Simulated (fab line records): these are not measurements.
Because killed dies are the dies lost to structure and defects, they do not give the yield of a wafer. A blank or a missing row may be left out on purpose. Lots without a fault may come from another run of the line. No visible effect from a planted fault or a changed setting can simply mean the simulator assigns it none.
Problem report, 8D (eight disciplines) form, completed by code || flow sky130 || the parts of the form that need people (team, actions taken, sign-off) are left out

1. THE PROBLEM
LDD_N_TW at SKY_LDD_N_TW_MEAS_17 reads a mean of 2681 on 6 wafers of 2 lots; wafers without a fault read 2589 with a standard deviation of 12. Relative to the usual mean, that is a shift of +7.7 standard deviations.
Seen first at day 25 08:19 on film-metro-04, wafer L419.1. At this step, 33 wafers from 11 lots have a number in the record. The rule behind "out" and "out of limits": a value lying over 4 standard deviations away from the usual mean. The other wafers with a number count as sound.

2. WHAT IT IS, AND WHAT IT ISN'T
{"question": "which readings at this step", "is": "LDD_N_TW", "is not": "-"}
{"question": "which lots", "is": "L419, L420", "is not": "L403, L404, L406, L408, L410, L411, L414, L423, L425"}
{"question": "which wafers of those lots", "is": "all that have a number", "is not": "-"}
{"question": "read on which gauges", "is": "film-metro-01, film-metro-04", "is not": "film-metro-02"}
{"question": "when", "is": "from day 25 08:19", "is not": "up to then (21 sound wafers); but 6 sound wafers of L423, L425 came after"}

3. SUSPECTS, AND WHAT RULES EACH OUT
Counting: any tool at a process step up to the reading is kept as a suspect provided that every lot that is out went through it and no sound lot did after the first of them.
- the gauge at SKY_LDD_N_TW_MEAS_17 has been ruled out. The wafers that are out were read on 2 gauges (film-metro-01, film-metro-04).
- plasma-asher-04 at SKY_FIELD_ISO_STRIP_16 (strips in O2/N2): ruled out as a lasting fault. Following L419 (day 5 22:55), the first lot on it that is out, the sound lots L423 were run on it.
- implanter-02 at SKY_LDD_N_IMPLANT_09: kept. It processed each lot that is out, first L419 at day 25 07:10, and no sound lot thereafter; up to then, the last sound lot it processed was L414 at day 22 10:22. On those wafers its own readings are out: beam-on-s, dose-ions-cm2.
Remaining after the count: implanter-02 at SKY_LDD_N_IMPLANT_09.

4. THE CAUSE (what the simulator had put in)
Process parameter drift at SKY_LDD_N_IMPLANT_09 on implanter-02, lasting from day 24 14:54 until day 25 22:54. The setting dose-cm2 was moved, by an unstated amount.
This tool alone remained once counting was done.

5. THE CHAIN OF EFFECTS, in route order
Each row: a reading where the mean over the struck wafers with a number is more than 3 standard deviations away from the usual. Readings are gone through only where the record gives a usual standard deviation; hours: the median, over the lots, of the time from a lot's start at the first step in this table giving one to that lot's start at this step; sigmas: the change measured in usual standard deviations.
{"hours": 0, "step": "SKY_LDD_N_IMPLANT_09", "reading": "beam-on-s", "usual": "10.02 s", "on struck wafers": 17.82, "change": "+7.80", "sigmas": "+39"}
{"hours": 0, "step": "SKY_LDD_N_IMPLANT_09", "reading": "dose-ions-cm2", "usual": 7.5e+13, "on struck wafers": 1.5e+14, "change": "+7.1e+13", "sigmas": "+99 or more"}
{"hours": 0, "step": "SKY_LDD_N_IMPLANT_09", "reading": "faraday-current-uA", "usual": 422, "on struck wafers": 462, "change": "+40", "sigmas": "+4.7"}
{"hours": 1, "step": "SKY_LDD_N_STRIP_16", "reading": "strip-time-to-endpoint-s", "usual": "4.316 s", "on struck wafers": 4.528, "change": "+0.212", "sigmas": "+13"}
{"hours": 1, "step": "SKY_LDD_N_TW_MEAS_17", "reading": "LDD_N_TW", "usual": 2589, "on struck wafers": 2681, "change": "+92", "sigmas": "+7.7"}
Here are the process steps it includes:
- SKY_LDD_N_IMPLANT_09
- SKY_LDD_N_STRIP_16: strips in O2/N2.
Later measuring or inspecting steps at which every struck wafer that the step has a row for has a number for every such reading, and none has moved that far: SKY_SPACER_THK_MEAS_01.

6. HOW IT WOULD HAVE BEEN CAUGHT EARLIER
In this record the first reading out of limits at a measuring or inspecting step was taken at day 25 08:19, 17 hours after the fault began at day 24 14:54.
The tool's own readings at SKY_LDD_N_IMPLANT_09 were out on every struck wafer that the step has a row for (beam-on-s, dose-ions-cm2): an alarm limit on them would have fired on the first of those.
Of the lots that are out (2), L420 began SKY_LDD_N_IMPLANT_09 on implanter-02 after day 25 08:19. A tool hold placed at that time would have kept it from harm.
